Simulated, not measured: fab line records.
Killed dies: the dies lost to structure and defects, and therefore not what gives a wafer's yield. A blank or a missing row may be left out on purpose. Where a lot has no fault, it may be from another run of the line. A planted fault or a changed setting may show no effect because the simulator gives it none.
Tool commonality check + flow gf180mcu + 12 lots and 36 wafers in the sample

## REASON IT WAS OPENED
GF_STI_THK_MEAS_04, reading STI_CVD_03_THK: flagged on 2 of 12 lots. Fault-free wafers read 207.0 nm, with a standard deviation of 1.8.
Rule: flag the lot when none of its wafers has a number, or when each of its wafers that has one lies beyond 4 standard deviations from that mean. The rest of the lots are taken to be sound.

| lot  | measured    | on            | STI_CVD_03_THK (nm), wafer by wafer | flag    |
|------|-------------|---------------|-------------------------------------|---------|
| L392 | day 1 16:19 | film-metro-03 | 202.6 204.1 204.1                   |         |
| L394 | day 2 02:09 | film-metro-03 | 212.3 211.2 209.5                   |         |
| L396 | day 2 09:34 | film-metro-04 | 207.0 206.1 206.7                   |         |
| L397 | day 2 17:49 | film-metro-01 | 206.4 208.1 207.5                   |         |
| L398 | day 2 21:53 | film-metro-04 | 204.0 206.0 207.1                   |         |
| L400 | day 3 07:32 | film-metro-01 | 208.5 208.4 208.5                   |         |
| L399 | day 3 07:33 | film-metro-04 | 205.6 204.3 204.0                   |         |
| L401 | day 3 12:02 | film-metro-03 | 207.8 207.0 206.3                   |         |
| L402 | day 3 15:55 | film-metro-04 | 208.6 209.5 209.0                   |         |
| L411 | day 5 14:54 | film-metro-04 | 256.8 256.6 256.9                   | FLAGGED |
| L412 | day 5 18:33 | film-metro-03 | 255.8 254.0 255.8                   | FLAGGED |
| L414 | day 6 05:17 | film-metro-04 | 208.5 206.9 208.5                   |         |
The mean of the flagged lots' numbers is 256.0 nm, +49.0 nm from the usual (+27 standard deviations).

## EACH LOT AND THE TOOL IT RAN ON
The record keeps 1 process step preceding the reading, out of 602 steps on the route. Cell contents, in order: the tool; ch with the chambers the sampled wafers went through; the start.
| lot  | flag    | GF_STI_CVD_03              |
|------|---------|----------------------------|
| L392 |         | lpcvd-02 ch 0, day 1 14:20 |
| L394 |         | lpcvd-02 ch 1, day 2 00:10 |
| L396 |         | lpcvd-02 ch 1, day 2 07:34 |
| L397 |         | lpcvd-02 ch 0, day 2 15:49 |
| L398 |         | lpcvd-01 ch 0, day 2 19:53 |
| L400 |         | lpcvd-01 ch 0, day 3 05:33 |
| L399 |         | lpcvd-01 ch 0, day 3 05:33 |
| L401 |         | lpcvd-01 ch 0, day 3 10:00 |
| L402 |         | lpcvd-01 ch 1, day 3 13:55 |
| L411 | FLAGGED | lpcvd-01 ch 0, day 5 11:55 |
| L412 | FLAGGED | lpcvd-01 ch 0, day 5 15:34 |
| L414 |         | lpcvd-02 ch 1, day 6 02:18 |
What these steps do:
- GF_STI_CVD_03: deposits Si3N4 from DCS/NH3, target thk 207.16 nm, time 3551 s.
- GF_STI_THK_MEAS_04

## FLAGGED AGAINST TOTAL, ONE TOOL AT A TIME (gauges that did the reading follow at the end)
| step               | tool          | lots run | flagged | share of the flagged lots | sound lots run after its first flagged lot |
|--------------------|---------------|----------|---------|---------------------------|--------------------------------------------|
| GF_STI_CVD_03      | lpcvd-01      | 7        | 2       | all                       | 0                                          |
| GF_STI_CVD_03      | lpcvd-02      | 5        | 0       | none                      | -                                          |
| GF_STI_THK_MEAS_04 | film-metro-01 | 2        | 0       | none                      | -                                          |
| GF_STI_THK_MEAS_04 | film-metro-03 | 4        | 1       | some                      | 0                                          |
| GF_STI_THK_MEAS_04 | film-metro-04 | 6        | 1       | some                      | 1 (L414)                                   |

## WHAT THE TABLE ALLOWS
All flagged lots share 1 row of the table, namely lpcvd-01 at GF_STI_CVD_03.
- lpcvd-01 at GF_STI_CVD_03 ran 7 lots, 2 of them flagged. A fault beginning between L402 (day 3 13:55), its last sound lot, and L411 (day 5 11:55), its first flagged one, fits the data.
Left over: one tool, lpcvd-01 at GF_STI_CVD_03.

## WHAT WAS PUT IN BY THE SIMULATOR
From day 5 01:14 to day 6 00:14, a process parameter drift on lpcvd-01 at GF_STI_CVD_03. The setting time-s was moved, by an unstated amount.
Shown lots that were struck: L411, L412. Same finding as the rule above.
